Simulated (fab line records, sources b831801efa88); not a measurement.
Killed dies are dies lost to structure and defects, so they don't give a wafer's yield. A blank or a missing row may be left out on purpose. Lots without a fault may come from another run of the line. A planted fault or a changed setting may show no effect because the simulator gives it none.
fab line records | flow gf180mcu
record lots=24 wafers=72 last_day=34
route steps=602 shown HV_LDD@231 NSD@246 CONTACT@312 M2@378 V2@387
lots that met no fault: from a run of the same line without faults
start_h: hours from the record's first day to the start of the lot's first wafer shown | wait_h: hours since the lot's step before | " the same as in the row above | L1.1+2: a row that stands for several wafers | - no value, or no start given | * or withheld: withheld | < > ~ a bound
route shown NAME@n: a module of which the file shows steps, and the number in the route of the first | usual: mean/standard deviation of fault-free wafers | same: alike in all rows | chamber/n: place in a boat | sites: the reading at each site | _std_site: their standard deviation | _edge_site: outer sites' mean less inner sites' | radius_mm: how far each site lies from the wafer's centre | mask NAME#n: copy n | behind: the tool/chamber that last shaped the wafer | hold: why the lot was held/for how many hours/how that ended | device: the transistor (n, p or np) that didn't switch | end of line: the same wafers' tests at the end of the route | a step without rows: its recipe alone | killed: dies lost to structure and defects at the first sort, not the wafer's yield | map: a wafer's dies, x killed, . not, _ none there
set.NAME: the setting as run; set.NAME@STEP: as run at that earlier step | model.NAME: the simulator's own value behind a step, which no gauge read
steps of the route over a sample of lots; a table a step, a row a wafer
services: from which hour (start_h, from the record's first day; less than 0 if before it) a tool's chamber was out of use, for how many hours, and why
## steps
# step GF_HV_LDD_THK_MEAS_55
# recipe reads=SiO2_of_HV_LDD_CVD_54
# usual HV_LDD_CVD_54_THK=10.07/0.18
# columns lot.wafer tool chamber start_h wait_h HV_LDD_CVD_54_THK[nm]
L074.2 film_metro-01 - 270.06 0.0 10.15
L074.3 " - " " 10.09
L074.6 " - " " 10.06
L075.1 film_metro-04 - 289.27 0.0 10.26
L075.2 " - " " 10.32
L075.4 " - " " 10.25
L076.2 film_metro-02 - 292.40 0.0 10.11
L076.5 " - " " 10.29
L076.6 " - " " 10.29
L077.3 film_metro-01 - 295.46 0.0 10.30
L077.4 " - " " 10.36
L077.5 " - " " 10.25
L078.1 film_metro-02 - 311.26 0.0 10.01
L078.4 " - " " 10.03
L078.5 " - " " 10.00
L080.1 film_metro-04 - 322.73 0.0 10.25
L080.2 " - " " 10.11
L080.3 " - " " 10.18
L079.3 film_metro-02 - 323.77 0.0 10.28
L079.4 " - " " 10.32
L079.6 " - " " 10.34
L081.1 film_metro-04 - 332.92 0.0 10.45
L081.2 " - " " 10.26
L081.6 " - " " 10.42
L082.1 film_metro-04 - 339.93 0.0 9.99
L082.3 " - " " 10.16
L082.5 " - " " 10.25
L083.1 film_metro-02 - 350.36 0.0 10.02
L083.2 " - " " 10.02
L083.4 " - " " 10.11
L084.1 film_metro-02 - 355.83 0.0 10.25
L084.3 " - " " 10.31
L084.5 " - " " 10.34
L085.3 film_metro-04 - 364.81 0.0 10.02
L085.4 " - " " 10.04
L085.6 " - " " 10.11
L086.1 film_metro-01 - 372.42 0.0 9.96
L086.3 " - " " 9.99
L086.6 " - " " 10.06
L087.1 film_metro-04 - 379.73 0.0 10.00
L087.2 " - " " 9.99
L087.5 " - " " 10.05
L088.1 film_metro-01 - 386.27 0.0 10.06
L088.2 " - " " 10.06
L088.3 " - " " 10.10
L089.3 film_metro-01 - 392.46 0.0 9.66
L089.4 " - " " 9.84
L089.5 " - " " 9.86
L090.1 film_metro-02 - 400.78 0.0 9.97
L090.2 " - " " 9.92
L090.3 " - " " 9.90
L091.1 film_metro-04 - 409.83 0.0 10.27
L091.3 " - " " 10.02
L091.5 " - " " 10.24
L092.3 film_metro-04 - 422.00 0.0 9.97
L092.4 " - " " 9.96
L092.5 " - " " 9.95
L093.3 film_metro-04 - 426.38 0.0 9.88
L093.4 " - " " 9.79
L093.5 " - " " 9.81
L094.4 film_metro-04 - 433.66 0.0 9.99
L094.5 " - " " 9.96
L094.6 " - " " 9.82
L095.2 film_metro-02 - 443.19 0.0 9.86
L095.3 " - " " 9.80
L095.5 " - " " 9.84
L096.3 film_metro-01 - 451.10 0.0 9.89
L096.4 " - " " 9.95
L096.5 " - " " 9.87
L097.2 film_metro-02 - 459.39 0.0 9.90
L097.3 " - " " 9.86
L097.5 " - " " 10.08
# step GF_NSD_STRIP_11
# recipe chemistry=O2/N2 power_w=1400 pressure_mtorr=1500 platen_temp_c=250 o2_flow_sccm=3000 n2_flow_sccm=300 overash_fraction=0.5
# usual drypump_motor_current_A=5.65/0.25 heater_power_w=329/17 oes_product_au=0.487/0.0047 strip_time_to_endpoint_s=22.95/0.035
# columns lot.wafer tool chamber start_h wait_h drypump_motor_current_A heater_power_w oes_product_au rf_hours_counter_h strip_time_to_endpoint_s
L074.2 plasma_asher-04 0 292.94 0.1 5.95 315 0.490 18 22.91
L074.3 " 0 " " 5.96 323 0.487 - 22.88
L074.6 " 0 " " 5.95 329 0.489 - 22.93
L075.1 plasma_asher-04 0 311.19 0.1 5.96 330 0.492 20 22.99
L075.2 " 1 " " 5.64 331 0.481 20 22.99
L075.4 " 0 " " 5.94 328 0.490 - 22.99
L076.2 plasma_asher-04 1 314.84 0.1 5.64 328 0.488 20 22.92
L076.5 " 0 " " 5.97 322 0.490 - 22.89
L076.6 " 1 " " 5.65 330 0.485 - 22.95
L077.3 plasma_asher-02 0 317.74 0.1 5.57 330 0.480 - 22.96
L077.4 " 1 " " 5.26 305 0.487 - 22.95
L077.5 " 0 " " 5.57 332 0.485 - 22.99
L078.1 plasma_asher-02 0 333.54 0.1 5.59 334 0.486 69 22.96
L078.4 " 0 " " 5.55 327 0.491 - 22.97
L078.5 " 0 " " 5.57 336 0.485 - 22.97
L080.1 plasma_asher-02 1 346.36 0.1 5.30 299 0.484 70 22.98
L080.2 " 0 " " 5.58 328 0.488 70 23.00
L080.3 " 1 " " 5.28 309 0.486 - 22.97
L079.3 plasma_asher-04 1 348.48 0.1 5.62 331 0.492 - 22.95
L079.4 " 0 " " 5.95 331 0.490 - 22.91
L079.6 " 1 " " 5.63 324 0.488 - 22.96
L081.1 plasma_asher-03 0 355.79 0.1 5.92 365 0.488 59 22.93
L081.2 " 1 " " 5.89 334 0.491 59 22.95
L081.6 " 1 " " 5.88 332 0.484 - 22.98
L082.1 plasma_asher-03 0 363.09 0.1 5.89 372 0.490 60 22.92
L082.3 " 1 " " 5.90 333 0.490 - 22.91
L082.5 " 0 " " 5.89 357 0.502 - 22.92
L083.1 plasma_asher-02 1 374.36 0.1 5.28 300 0.478 73 22.98
L083.2 " 0 " " 5.55 324 0.487 73 22.97
L083.4 " 1 " " 5.27 302 0.482 - 22.93
L084.1 plasma_asher-03 0 380.06 0.1 5.91 358 0.483 62 23.02
L084.3 " 1 " " 5.91 331 0.488 - 22.97
L084.5 " 0 " " 5.89 363 0.487 - 22.96
L085.3 plasma_asher-02 0 389.03 0.1 5.56 332 0.487 - 22.88
L085.4 " 1 " " 5.26 306 0.488 - 22.95
L085.6 " 0 " " 5.58 330 0.491 - 22.94
L086.1 plasma_asher-02 1 397.66 0.1 5.25 313 0.487 75 22.88
L086.3 " 1 " " 5.30 311 0.486 - 22.92
L086.6 " 0 " " 5.57 336 0.489 - 22.84
L087.1 plasma_asher-03 1 404.84 0.1 5.91 334 0.485 64 22.93
L087.2 " 0 " " 5.90 367 0.497 64 22.90
L087.5 " 0 " " 5.92 365 0.492 - 22.92
L088.1 plasma_asher-03 1 412.19 0.1 5.92 335 0.483 65 22.99
L088.2 " 0 " " 5.90 359 0.488 65 22.97
L088.3 " 1 " " 5.91 337 0.483 - 22.98
L089.3 plasma_asher-04 0 418.67 0.1 5.96 334 0.496 - 22.99
L089.4 " 1 " " 5.65 327 0.490 - 23.00
L089.5 " 1 " " 5.64 327 0.493 - 22.95
L090.1 plasma_asher-04 0 426.86 0.1 5.95 321 0.491 31 22.94
L090.2 " 1 " " 5.63 322 0.489 31 22.93
L090.3 " 1 " " 5.68 336 0.486 - 22.92
L091.1 plasma_asher-04 1 435.79 0.1 5.64 335 0.482 32 22.88
L091.3 " 1 " " 5.65 325 0.481 - 22.90
L091.5 " 0 " " 5.94 328 0.483 - 22.93
L092.3 plasma_asher-02 1 448.18 0.1 5.28 301 0.483 - 23.00
L092.4 " 0 " " 5.55 336 0.485 - 22.98
L092.5 " 1 " " 5.26 318 0.482 - 23.00
L093.3 plasma_asher-02 1 453.02 0.1 5.27 315 0.491 - 22.99
L093.4 " 0 " " 5.55 338 0.486 - 22.94
L093.5 " 1 " " 5.31 311 0.491 - 22.92
L094.4 plasma_asher-02 0 459.84 0.1 5.57 335 0.480 - 22.96
L094.5 " 0 " " 5.56 333 0.483 - 22.93
L094.6 " 1 " " 5.25 313 0.496 - 22.95
L095.2 plasma_asher-04 0 469.33 0.1 5.97 315 0.477 35 23.00
L095.3 " 1 " " 5.63 324 0.476 - 22.96
L095.5 " 1 " " 5.66 330 0.482 - 22.93
L096.3 plasma_asher-02 1 477.42 0.1 5.31 306 0.485 - 22.96
L096.4 " 0 " " 5.57 341 0.495 - 22.92
L096.5 " 0 " " 5.56 330 0.485 - 22.97
L097.2 plasma_asher-02 0 485.76 0.1 5.56 336 0.490 6 22.96
L097.3 " 1 " " 5.26 304 0.484 - 22.98
L097.5 " 1 " " 5.26 314 0.485 - 22.94
# step GF_CONTACT_RS_MEAS_25
# recipe thk_meas_gauge=four-point-probe reads=W_of_CONTACT_CVD_24+TiN_of_CONTACT_SPUTTER_23+Ti_of_CONTACT_SPUTTER_22
# usual CONTACT_W_RS=0.380/0.0053
# columns lot.wafer tool chamber start_h wait_h CONTACT_W_RS[ohm/sq]
L074.2 film_metro-02 - 358.91 0.1 0.382
L074.3 " - " " 0.385
L074.6 " - " " 0.372
L075.1 film_metro-02 - 379.48 0.1 0.376
L075.2 " - " " 0.386
L075.4 " - " " 0.386
L076.2 film_metro-01 - 382.34 0.1 0.376
L076.5 " - " " 0.378
L076.6 " - " " 0.383
L077.3 film_metro-04 - 385.24 0.1 0.373
L077.4 " - " " 0.375
L077.5 " - " " 0.372
L078.1 film_metro-04 - 404.10 0.1 0.383
L078.4 " - " " 0.393
L078.5 " - " " 0.377
L080.1 film_metro-04 - 416.73 0.1 0.373
L080.2 " - " " 0.374
L080.3 " - " " 0.371
L079.3 film_metro-04 - 418.76 0.1 0.378
L079.4 " - " " 0.377
L079.6 " - " " 0.379
L081.1 film_metro-02 - 426.97 0.1 0.377
L081.2 " - " " 0.379
L081.6 " - " " 0.380
L082.1 film_metro-02 - 437.12 0.1 0.374
L082.3 " - " " 0.377
L082.5 " - " " 0.381
L083.1 film_metro-02 - 449.16 0.1 0.375
L083.2 " - " " 0.377
L083.4 " - " " 0.376
L084.1 film_metro-04 - 453.92 0.1 0.381
L084.3 " - " " 0.375
L084.5 " - " " 0.380
L085.3 film_metro-01 - 464.01 0.1 0.384
L085.4 " - " " 0.380
L085.6 " - " " 0.382
L086.1 film_metro-02 - 472.76 0.1 0.387
L086.3 " - " " 0.388
L086.6 " - " " 0.391
L087.1 film_metro-02 - 480.47 0.1 0.389
L087.2 " - " " 0.389
L087.5 " - " " 0.384
L088.1 film_metro-02 - 488.29 0.1 0.378
L088.2 " - " " 0.385
L088.3 " - " " 0.392
L089.3 film_metro-04 - 494.52 0.1 0.376
L089.4 " - " " 0.376
L089.5 " - " " 0.379
L090.1 film_metro-04 - 503.82 0.1 0.387
L090.2 " - " " 0.380
L090.3 " - " " 0.376
L091.1 film_metro-04 - 511.13 0.1 0.381
L091.3 " - " " 0.379
L091.5 " - " " 0.376
L092.3 film_metro-01 - 523.07 0.1 0.378
L092.4 " - " " 0.377
L092.5 " - " " 0.376
L093.3 film_metro-04 - 528.21 0.1 0.378
L093.4 " - " " 0.386
L093.5 " - " " 0.379
L094.4 film_metro-01 - 534.28 0.1 0.376
L094.5 " - " " 0.379
L094.6 " - " " 0.373
L095.2 film_metro-02 - 542.07 0.1 0.386
L095.3 " - " " 0.385
L095.5 " - " " 0.380
L096.3 film_metro-01 - 549.99 0.1 0.387
L096.4 " - " " 0.374
L096.5 " - " " 0.392
L097.2 film_metro-04 - 557.64 0.1 0.384
L097.3 " - " " 0.386
L097.5 " - " " 0.380
# step GF_M2_METAL_ETCH_16
# recipe chemistry=Cl2/BCl3 mask_material=KrF target_depth_nm=750.8 stop_on=SiO2 pressure_mtorr=8 icp_w=800 bias_w=140 Cl2_flow_sccm=80 bcl3_flow_sccm=40 time_s=125.1
# usual drypump_motor_current_A=5.8/0.48 mfc_cl2_sccm=80.02/0.2 oes_product_au=0.987/0.0082 throttle_valve_pct=28.233/0.012
# columns lot.wafer tool chamber start_h wait_h drypump_motor_current_A mfc_cl2_sccm oes_product_au rf_hours_counter_h throttle_valve_pct
L074.2 rie_metal-04 1 432.74 0.0 6.0 79.91 0.986 12 28.217
L074.3 " 0 " " 5.9 80.09 0.995 - 28.251
L074.6 " 0 " " 5.9 79.89 0.991 - 28.218
L075.1 rie_metal-02 1 454.36 0.0 5.2 80.20 0.994 10 28.218
L075.2 " 0 " " 6.7 80.02 0.992 11 28.247
L075.4 " 1 " " 5.2 80.05 0.994 - 28.214
L076.2 rie_metal-04 1 458.08 0.1 6.0 79.70 0.989 - 28.246
L076.5 " 1 " " 6.0 79.94 0.982 - 28.230
L076.6 " 1 " " 6.0 80.42 0.976 - 28.224
L077.3 rie_metal-04 1 460.93 0.1 6.0 80.26 0.989 - 28.241
L077.4 " 1 " " 6.0 80.33 0.985 - 28.236
L077.5 " 1 " " 6.0 79.93 0.975 - 28.259
L078.1 rie_metal-02 1 481.04 0.0 5.2 80.14 0.993 10 28.217
L078.4 " 0 " " 6.7 80.20 0.987 - 28.232
L078.5 " 0 " " 6.7 79.86 0.983 - 28.227
L080.1 rie_metal-02 0 493.46 0.0 6.7 80.09 0.984 12 28.233
L080.2 " 1 " " 5.1 80.07 0.982 10 28.211
L080.3 " 0 " " 6.6 79.95 0.993 - 28.235
L079.3 rie_metal-02 0 496.51 0.1 6.6 79.86 0.993 - 28.228
L079.4 " 1 " " 5.2 80.40 1.000 - 28.218
L079.6 " 1 " " 5.2 80.44 1.002 - 28.211
L081.1 rie_metal-04 0 504.29 0.0 5.9 80.16 0.986 1 28.222
L081.2 " 1 " " 6.0 80.31 0.986 2 28.244
L081.6 " 1 " " 6.0 80.19 0.980 - 28.240
L082.1 rie_metal-01 1 513.46 0.0 5.4 79.38 0.982 7 28.241
L082.3 " 1 " " 5.4 79.88 0.977 - 28.246
L082.5 " 0 " " 5.7 80.35 0.993 - 28.220
L083.1 rie_metal-02 0 524.99 0.0 6.6 79.95 0.990 13 28.259
L083.2 " 1 " " 5.1 80.10 0.992 11 28.215
L083.4 " 1 " " 5.2 80.17 1.001 - 28.221
L084.1 rie_metal-04 0 530.31 0.0 5.9 80.43 0.987 2 28.216
L084.3 " 1 " " 6.0 79.99 0.985 - 28.242
L084.5 " 0 " " 5.9 80.08 0.991 - 28.246
L085.3 rie_metal-01 0 539.83 0.1 5.7 79.92 0.981 - 28.223
L085.4 " 1 " " 5.4 80.04 0.995 - 28.245
L085.6 " 1 " " 5.4 80.11 0.979 - 28.228
L086.1 rie_metal-04 1 547.94 0.0 6.0 80.01 0.985 3 28.223
L086.3 " 1 " " 6.0 79.95 0.995 - 28.235
L086.6 " 1 " " 6.0 79.92 0.994 - 28.222
L087.1 rie_metal-04 1 554.14 0.0 6.0 79.97 0.980 3 28.229
L087.2 " 1 " " 6.0 79.80 0.985 - 28.221
L087.5 " 1 " " 6.0 79.72 0.988 - 28.228
L088.1 rie_metal-01 1 561.24 0.0 5.4 80.18 0.977 8 28.226
L088.2 " 1 " " 5.4 80.03 0.997 - 28.239
L088.3 " 1 " " 5.4 79.79 0.991 - 28.238
L089.3 rie_metal-02 1 565.93 0.1 5.2 80.07 1.006 - 28.228
L089.4 " 0 " " 6.6 79.69 0.987 - 28.239
L089.5 " 0 " " 6.6 79.90 0.987 - 28.226
L090.1 rie_metal-01 1 575.41 0.0 5.4 80.05 0.976 9 28.233
L090.2 " 0 " " 5.7 79.84 0.974 0 28.228
L090.3 " 0 " " 5.7 80.14 0.982 - 28.247
L091.1 rie_metal-02 1 582.64 0.0 5.2 80.11 1.000 13 28.217
L091.3 " 1 " " 5.1 80.14 1.007 - 28.229
L091.5 " 1 " " 5.1 80.04 0.998 - 28.233
L092.3 rie_metal-01 1 593.55 0.1 5.4 79.65 0.976 - 28.237
L092.4 " 0 " " 5.7 79.91 0.984 - 28.242
L092.5 " 1 " " 5.4 79.93 0.973 - 28.233
L093.3 rie_metal-02 0 597.98 0.1 6.6 80.35 0.995 - 28.224
L093.4 " 0 " " 6.7 80.19 0.991 - 28.226
L093.5 " 0 " " 6.6 79.95 0.983 - 28.223
L094.4 rie_metal-04 1 603.88 0.1 6.0 79.97 0.995 - 28.227
L094.5 " 0 " " 5.9 80.00 0.999 - 28.218
L094.6 " 1 " " 6.0 79.94 0.991 - 28.221
L095.2 rie_metal-01 0 611.44 0.0 5.7 79.99 0.978 2 28.239
L095.3 " 1 " " 5.4 79.99 0.977 - 28.242
L095.5 " 0 " " 5.6 80.37 0.980 - 28.255
L096.3 rie_metal-01 1 617.68 0.1 5.4 79.87 0.963 - 28.256
L096.4 " 0 " " 5.7 79.93 0.985 - 28.243
L096.5 " 0 " " 5.7 80.06 0.982 - 28.249
L097.2 rie_metal-01 1 625.49 0.0 5.4 80.02 0.981 11 28.252
L097.3 " 1 " " 5.4 80.01 0.986 - 28.245
L097.5 " 0 " " 5.7 79.94 1.000 - 28.226
# step GF_V2_BOW_MEAS_05
# recipe mode=bow
# usual V2_BOW=98/8.1
# columns lot.wafer tool chamber start_h wait_h V2_BOW[um]
L074.2 film_metro-02 - 434.00 0.1 103
L074.3 " - " " 84
L074.6 " - " " 111
L075.1 film_metro-04 - 455.65 0.1 113
L075.2 " - " " 101
L075.4 " - " " 110
L076.2 film_metro-04 - 459.42 0.3 93
L076.5 " - " " 106
L076.6 " - " " 97
L077.3 film_metro-02 - 462.23 0.2 96
L077.4 " - " " 92
L077.5 " - " " 97
L078.1 film_metro-02 - 482.27 0.1 101
L078.4 " - " " 109
L078.5 " - " " 102
L080.1 film_metro-02 - 494.69 0.2 114
L080.2 " - " " 105
L080.3 " - " " 101
L079.3 film_metro-04 - 497.73 0.3 95
L079.4 " - " " 93
L079.6 " - " " 96
L081.1 film_metro-04 - 505.51 0.1 100
L081.2 " - " " 95
L081.6 " - " " 96
L082.1 film_metro-02 - 514.72 0.2 104
L082.3 " - " " 104
L082.5 " - " " 101
L083.1 film_metro-04 - 526.51 0.1 89
L083.2 " - " " 101
L083.4 " - " " 83
L084.1 film_metro-04 - 531.54 0.1 83
L084.3 " - " " 95
L084.5 " - " " 94
L085.3 film_metro-02 - 541.09 0.3 93
L085.4 " - " " 102
L085.6 " - " " 98
L086.1 film_metro-04 - 549.29 0.1 97
L086.3 " - " " 107
L086.6 " - " " 106
L087.1 film_metro-01 - 555.49 0.1 93
L087.2 " - " " 111
L087.5 " - " " 95
L088.1 film_metro-04 - 562.59 0.2 104
L088.2 " - " " 95
L088.3 " - " " 97
L089.3 film_metro-04 - 567.19 0.1 92
L089.4 " - " " 97
L089.5 " - " " 95
L090.1 film_metro-04 - 576.64 0.2 101
L090.2 " - " " 94
L090.3 " - " " 99
L091.1 film_metro-04 - 583.99 0.1 87
L091.3 " - " " 94
L091.5 " - " " 94
L092.3 film_metro-02 - 594.77 0.1 116
L092.4 " - " " 95
L092.5 " - " " 103
L093.3 film_metro-04 - 599.31 0.2 109
L093.4 " - " " 101
L093.5 " - " " 102
L094.4 film_metro-02 - 605.14 0.2 96
L094.5 " - " " 101
L094.6 " - " " 97
L095.2 film_metro-02 - 612.75 0.2 101
L095.3 " - " " 104
L095.5 " - " " 110
L096.3 film_metro-04 - 618.94 0.1 101
L096.4 " - " " 101
L096.5 " - " " 103
L097.2 film_metro-04 - 626.74 0.2 86
L097.3 " - " " 91
L097.5 " - " " 91
# step GF_V2_SPUTTER_21
# recipe material=Ti target_thk_nm=15 chamber_pressure_pa=5 power_w=2500 substrate_temp_c=200 time_s=80.02
# usual substrate_temp_c=199.99/0.16 throttle_valve_pct=29.8/0.82
# columns lot.wafer tool chamber start_h wait_h substrate_temp_c throttle_valve_pct
L074.2 pvd_sputter-04 - 458.88 0.0 200.15 30.0
L074.3 " - " " 200.07 29.9
L074.6 " - " " 199.99 29.5
L075.1 pvd_sputter-04 - 480.89 0.0 200.23 30.9
L075.2 " - " " 199.97 29.8
L075.4 " - " " 199.86 29.7
L076.2 pvd_sputter-01 - 484.39 0.0 200.08 29.9
L076.5 " - " " 200.01 30.0
L076.6 " - " " 200.06 29.7
L077.3 pvd_sputter-04 - 487.36 0.0 199.67 29.8
L077.4 " - " " 200.11 30.9
L077.5 " - " " 200.24 29.9
L078.1 pvd_sputter-04 - 507.54 0.0 199.91 30.8
L078.4 " - " " 199.68 29.6
L078.5 " - " " 199.68 29.9
L080.1 pvd_sputter-04 - 518.86 0.0 200.07 29.5
L080.2 " - " " 199.88 30.9
L080.3 " - " " 200.32 29.7
L079.3 pvd_sputter-01 - 522.07 0.0 200.17 28.8
L079.4 " - " " 199.96 28.8
L079.6 " - " " 199.83 30.0
L081.1 pvd_sputter-01 - 530.07 0.0 199.87 29.8
L081.2 " - " " 199.86 28.9
L081.6 " - " " 200.04 28.9
L082.1 pvd_sputter-02 - 539.02 0.0 199.76 29.9
L082.3 " - " " 199.89 28.0
L082.5 " - " " 200.14 31.2
L083.1 pvd_sputter-01 - 550.52 0.0 199.67 29.8
L083.2 " - " " 199.73 28.8
L083.4 " - " " 200.06 29.6
L084.1 pvd_sputter-01 - 554.73 0.0 199.67 29.7
L084.3 " - " " 200.02 29.6
L084.5 " - " " 199.88 28.8
L085.3 pvd_sputter-04 - 563.85 0.0 200.02 29.7
L085.4 " - " " 199.93 29.9
L085.6 " - " " 199.90 30.0
L086.1 pvd_sputter-04 - 572.10 0.0 200.04 30.0
L086.3 " - " " 200.19 29.8
L086.6 " - " " 200.07 29.7
L087.1 pvd_sputter-02 - 577.97 0.0 200.02 28.5
L087.2 " - " " 199.99 30.7
L087.5 " - " " 200.14 31.2
L088.1 pvd_sputter-01 - 585.47 0.0 199.90 29.7
L088.2 " - " " 200.09 28.6
L088.3 " - " " 199.83 28.9
L089.3 pvd_sputter-01 - 589.82 0.0 200.11 28.8
L089.4 " - " " 200.15 29.5
L089.5 " - " " 200.20 28.8
L090.1 pvd_sputter-02 - 598.98 0.0 200.21 31.0
L090.2 " - " " 199.92 28.0
L090.3 " - " " 199.95 30.9
L091.1 pvd_sputter-02 - 606.44 0.0 199.85 28.4
L091.3 " - " " 200.21 30.1
L091.5 " - " " 199.84 28.3
L092.3 pvd_sputter-02 - 616.73 0.0 200.08 30.4
L092.4 " - " " 199.98 28.2
L092.5 " - " " 199.92 31.3
L093.3 pvd_sputter-01 - 621.45 0.0 200.05 29.7
L093.4 " - " " 200.19 28.6
L093.5 " - " " 199.89 29.4
L094.4 pvd_sputter-01 - 626.88 0.0 199.95 29.6
L094.5 " - " " 200.08 29.0
L094.6 " - " " 200.05 29.9
L095.2 pvd_sputter-02 - 634.51 0.0 199.85 31.1
L095.3 " - " " 200.21 31.0
L095.5 " - " " 199.97 31.1
L096.3 pvd_sputter-04 - 641.21 0.0 199.96 29.7
L096.4 " - " " 199.95 30.7
L096.5 " - " " 199.92 29.8
L097.2 pvd_sputter-04 - 647.66 0.0 200.28 29.6
L097.3 " - " " 200.01 29.7
L097.5 " - " " 200.23 30.1
## services
# columns tool chamber start_h hours kind
pvd_sputter-04 - 269.08 2.8 repair
rie_metal-04 - 275.65 2.8 pm
pvd_sputter-01 - 296.34 3.5 repair
rie_metal-01 0 311.10 2.1 repair
plasma_asher-04 - 317.26 3.0 repair
pvd_sputter-01 - 325.25 2.2 repair
plasma_asher-04 - 332.20 4.3 pm
pvd_sputter-01 - 352.42 3.3 repair
pvd_sputter-01 - 410.15 25.2 repair
pvd_sputter-04 - 412.21 11.4 repair
rie_metal-02 - 418.17 1.4 pm
plasma_asher-02 - 421.25 9.0 pm
pvd_sputter-01 - 438.90 2.9 repair
plasma_asher-02 - 451.49 1.4 repair
rie_metal-02 1 460.83 4.3 repair
plasma_asher-04 - 497.19 1.0 repair
plasma_asher-02 - 501.29 2.5 repair
plasma_asher-04 - 514.39 1.4 repair
pvd_sputter-04 - 538.64 5.5 repair
plasma_asher-02 - 544.21 14.6 pm
rie_metal-04 0 547.20 32.8 repair
plasma_asher-04 - 568.84 0.5 repair
plasma_asher-02 - 586.08 1.6 repair
plasma_asher-02 - 625.20 1.8 repair
## key
fault none
